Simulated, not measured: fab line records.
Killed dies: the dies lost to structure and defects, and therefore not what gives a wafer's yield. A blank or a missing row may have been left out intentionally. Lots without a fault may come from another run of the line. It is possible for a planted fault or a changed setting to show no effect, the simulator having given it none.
Which of the tools did it? :: flow gf180mcu :: 7 lots (21 wafers sampled), 1 step of a 602-step route

## WHAT THE GAUGES READ, wafer by wafer
GF_V2_CD_MEAS_14: the cd target is 260 nm.
lot: L850
measured: day 22 05:00
on: cdSem-01
cdNm (nm): 259.7 260.2 260.7

lot: L853
measured: day 23 09:05
on: cdSem-02
cdNm (nm): 260.0 259.5 258.1

lot: L857
measured: day 24 18:41
on: cdSem-01
cdNm (nm): 259.4 259.8 258.8

lot: L860
measured: day 25 11:14
on: cdSem-02
cdNm (nm): 260.2 259.5 261.6

lot: L864
measured: day 26 15:10
on: cdSem-02
cdNm (nm): 260.1 259.5 259.6

lot: L866
measured: day 27 06:10
on: cdSem-02
cdNm (nm): 258.9 258.8 259.3

lot: L869
measured: day 28 07:31
on: cdSem-01
cdNm (nm): 259.3 258.6 259.0

## TOOL THAT RAN EACH LOT (tool first, then ch and the chambers of the sampled wafers, then the start)
No process step before these readings appears in the record.

## THE ANSWER, worked out from the rows above alone
Rule: what is usual is taken from the lots themselves. Put in order of their means at a reading, lots are off if they are a third of the lots or fewer, leave a main group of 4 or more, and stand apart from it by a gap of 3 or more times the standard deviation of the main group's means; of several such gaps the widest counts. A main group whose means are all the same, to the digits that the tables above print for the reading, isn't used. Also off: a lot with no number at a reading for which 4 or more lots have one. All remaining lots with rows at the step are treated as sound.
No lot is off at any reading shown: from this, nothing can be told.

## WHAT HAD BEEN PUT IN BY THE SIMULATOR
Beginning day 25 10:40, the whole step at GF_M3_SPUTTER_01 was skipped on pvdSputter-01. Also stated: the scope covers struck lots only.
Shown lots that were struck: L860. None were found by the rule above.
